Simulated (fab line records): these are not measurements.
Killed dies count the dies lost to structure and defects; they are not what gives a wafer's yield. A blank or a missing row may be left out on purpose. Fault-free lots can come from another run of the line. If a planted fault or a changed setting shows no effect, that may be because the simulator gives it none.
A lot that was struck, set against a sound lot    flow sky130    34 out of 708 route steps
Sound: wafers L493.3, L493.4, L493.6. The struck wafers were L499.1, L499.2, L499.5. The cause is named last.
At each step with rows: each side's tool, then ch and its chambers, then its first start. Under that, the readings that differ: sound wafers    struck wafers    difference of the means    sigmas: that difference in standard deviations of wafers without a fault.
alike: same words and numbers on both sides, and readings whose means sit less than 2 such deviations apart. not compared: any withheld reading, any reading some wafer has no value for, any bound like >300 that may hide the same value, and any number with overlapping values for which the record gives no deviation.
A row with sigmas, a row that says differs or no value, or rows on one side alone: a step with any of these is where the two part. When numbers do not overlap yet have no deviation, they are printed without sigmas and do not part them. A reading missing from all wafers of one side parts the sides only when that side holds two or more wafers.

first, 7 steps without rows for these wafers: SKY_SONOS_TUNNEL_DEVELOP_06 (develop time 60 s); SKY_SONOS_TUNNEL_IMPLANT_09; SKY_SONOS_TUNNEL_WET_ETCH_10 (etches SiO2 in dHF, target depth 14 nm, time 280 s); SKY_SONOS_TUNNEL_STRIP_11 (strips in SPM, time 600 s); SKY_SONOS_TUNNEL_CLEAN_13 (cleans in dHF, time 20 s); SKY_SONOS_ONO_OXIDATION_00 (stabilise 600 s, purge 300 s, target thk 2.6 nm); SKY_SONOS_ONO_CVD_02 (deposits Si3N4 from DCS/NH3, target thk 10.5 nm, time 180 s).
SKY_SONOS_ONO_CVD_04: deposits SiO2 from SiH4/N2O, target thk 5.7199 nm.
  sound on lpcvd-03 ch 1, day 11 15:03; struck on lpcvd-03 ch 1, day 13 20:05
reading                                     sound              struck             difference  sigmas
pressure-mtorr (mTorr)                      399.8 400.0 400.7  480.0 479.0 478.8  +79.1       +99 or more
model.SiO2_of_SONOS_ONO_CVD_04.thk-nm (nm)  5.661 5.647 5.655  6.206 6.286 6.312  +0.614      
  alike: zone-power-upper-pct
SKY_SONOS_ONO_THK_MEAS_05:
  sound on film-metro-04 at day 11 16:19; struck on film-metro-03 at day 13 21:23
reading                    sound           struck          difference  sigmas
SONOS_ONO_CVD_04_THK (nm)  5.65 5.61 5.59  6.24 6.27 6.26  +0.64       +6
then, 23 steps without rows for these wafers: SKY_SONOS_ONO_DEHYDRATE_06 (time 60 s); SKY_SONOS_ONO_HMDS_07 (prime time 60 s); SKY_SONOS_ONO_COAT_08 (resist thk 1140 nm); SKY_SONOS_ONO_SOFTBAKE_09 (time 60 s); SKY_SONOS_ONO_EXPOSE_10 (exposes mask ONOM, target cd 410 nm); SKY_SONOS_ONO_PEB_11; SKY_SONOS_ONO_DEVELOP_12 (develop time 60 s); SKY_SONOS_ONO_ETCH_15 (etches the open film in CHF3/O2, target depth 19.52 nm, time 7.8 s); SKY_SONOS_ONO_WET_ETCH_16 (etches SiO2 in dHF, target depth 14 nm, time 280 s); SKY_SONOS_ONO_STRIP_17 (strips in O2/N2); SKY_SONOS_ONO_WET_ETCH_18 (etches Si3N4 in H3PO4, target depth 15 nm, time 172 s); SKY_GATE_OXIDE_CLEAN_00 (cleans in SC1/SC2, time 150 s); SKY_GATE_OXIDE_OXIDATION_01 (stabilise 600 s, purge 300 s, target thk 10.268 nm); SKY_GATE_OXIDE_DEHYDRATE_03 (time 60 s); SKY_GATE_OXIDE_HMDS_04 (prime time 60 s); SKY_GATE_OXIDE_COAT_05 (resist thk 1140 nm); SKY_GATE_OXIDE_SOFTBAKE_06 (time 60 s); SKY_GATE_OXIDE_EXPOSE_07 (exposes mask LVOM, target cd 600 nm); SKY_GATE_OXIDE_PEB_08; SKY_GATE_OXIDE_DEVELOP_09 (develop time 60 s); SKY_GATE_OXIDE_IMPLANT_11; SKY_GATE_OXIDE_WET_ETCH_12 (etches SiO2 in dHF, target depth 16.8 nm, time 336 s); SKY_GATE_OXIDE_STRIP_13 (strips in O2/N2).
-- the record jumps here: 2 days lie between the struck wafers' starts before and after --
SKY_GATE_OXIDE_CLEAN_15: cleans in SC1/SC2, time 150 s.
  sound on wet-bench-04 ch 1, day 13 22:18; struck on wet-bench-03 ch 2, day 16 06:32
reading                                     sound              struck             difference  sigmas
model.SiO2_of_SONOS_ONO_CVD_04.thk-nm (nm)  4.141 4.126 4.133  4.697 4.783 4.808  +0.629      
-- record jumps: 31 days separate the struck wafers' starts on either side; left off in module GATE_OXIDE, taken up again in module PAD_OPEN, whose first shown step is the route's number 708 --
SKY_PAD_OPEN_PROBE_99:
  sound on prober-02 at day 45 14:26; struck on prober-02 at day 47 07:54
reading                                      sound                 struck                difference  sigmas
model.etest.cap-ono.gate-log10-a-cm2         -7.891 -7.82 -7.814   -8.894 -8.773 -8.858  -1.000      
model.etest.cap-ono.gate-bv-v (V)            16.91 16 16.2         16.95 17.35 17.14     +0.78       
model.etest.cap-ono.tox-acc-nm (nm)          12.87 12.81 12.8      13.57 13.56 13.62     +0.76       
model.etest.sonos-programmed.off-log10-a-um  -13.97 -13.96 -13.93  -13.84 -13.62 -13.73  +0.22       
model.etest.sonos-programmed.vt-v (V)        1.478 1.457 1.51      1.111 1.081 1.059     -0.398      
model.etest.sonos-erased.vt-v (V)            -2.313 -2.304 -2.321  -1.974 -1.997 -1.927  +0.347      
  alike: killed_at_M0_to_M3, killed_at_M4_up, killed-at-contacts, killed-at-front-end, killed-at-other, killed-dies, killed-open, killed-short
  not compared: model.etest.sonos-erased.drive-ua-um, model.etest.sonos-uncharged.r-on-ohm-um

WHERE THEY PART
At SKY_SONOS_ONO_CVD_04 first; at SKY_SONOS_ONO_THK_MEAS_05 last (within this record only). Later steps at which nothing parts them and some readings are alike: SKY_PAD_OPEN_PROBE_99.

WHY: whatever the simulator had introduced
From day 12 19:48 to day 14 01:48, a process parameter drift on lpcvd-03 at SKY_SONOS_ONO_CVD_04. A move of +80 in setting pressure-mtorr, from 400.
